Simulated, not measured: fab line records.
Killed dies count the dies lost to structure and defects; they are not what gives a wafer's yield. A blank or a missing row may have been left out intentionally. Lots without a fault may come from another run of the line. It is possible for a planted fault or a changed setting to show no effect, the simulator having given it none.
Struck lot and sound lot, side by side ; flow gf180mcu ; 14 out of 602 route steps
Sound: the wafers L536.4, L536.5, L536.6. Struck: wafers L550.1, L550.2, L550.3. Last of all comes the cause.
Order at every step that has rows: each side's tool, ch and its chambers, its first start. Under that, the readings that differ: sound wafers ; struck wafers ; difference of the means ; sigmas: that difference in standard deviations of wafers without a fault.
alike: readings with means less than 2 such deviations apart, plus words and numbers identical on both sides. not compared: withheld readings, readings lacking a value on some wafer, bounds such as >300 that could conceal the same value, and numbers that have no deviation in the record and whose values overlap.
The two part at a step that has a row with sigmas, a row that says differs or no value, or rows on one side only. Non-overlapping numbers with no deviation appear without sigmas and do not part them. A reading missing from all wafers of one side parts the sides only when that side holds two or more wafers.

first, 1 step without rows for these wafers: GF_V5_CVD_00 (deposits SiO2, target thk 300 nm, time 50 s).
GF_V5_THK_MEAS_01:
  struck on film metro-04, day 30 18:24; sound on film metro-04, day 26 07:34
  alike: V5_CVD_00_THK
GF_V5_CVD_02: deposits SiO2 from TEOS, target thk 1450 nm, time 163.28 s.
  sound on pecvd-04 ch 0,1,2, day 26 07:39; struck on pecvd-02 ch 0,1,2, day 30 18:28
  alike: heater power w
GF_V5_THK_MEAS_03:
  struck on film metro-02, day 30 18:34; sound on film metro-04, day 26 07:44
  alike: V5_CVD_02_THK
GF_V5_CMP_04: polishes SiO2.
  sound on cmp-02 ch 2,3, day 26 07:46; struck on cmp-02 ch 0,1,2, day 30 18:37
  alike: motor current A, slurry flow ml min
GF_V5_BOW_MEAS_05:
  struck on film metro-04, day 30 18:55; sound on film metro-04, day 26 08:08
  alike: V5_BOW
then, 6 steps without rows for these wafers: GF_V5_DEHYDRATE_06 (time 60 s); GF_V5_HMDS_07 (prime time 60 s); GF_V5_COAT_08; GF_V5_COAT_09 (resist thk 1000 nm); GF_V5_SOFTBAKE_10 (time 60 s); GF_V5_EXPOSE_11 (exposes mask Via5, target cd 260 nm).
GF_V5_PEB_12: peb time 90 s.
  sound on litho track-03 ch 0, day 27 04:07; struck on litho track-03, day 31 11:34
  no value came back on the struck wafers for chill plate temp C (C), exhaust pa (Pa); on the sound wafers chill plate temp C (C) reads 22.96 23.24 23.16
then, 1 step without rows for these wafers: GF_V5_DEVELOP_13 (develop time 60 s).

## WHERE THEY PART
GF_V5_PEB_12 only, going by this record.

WHY: the cause the simulator had injected
Skipped step whole: litho track-03, from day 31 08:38 on, at GF_V5_PEB_12. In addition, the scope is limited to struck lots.
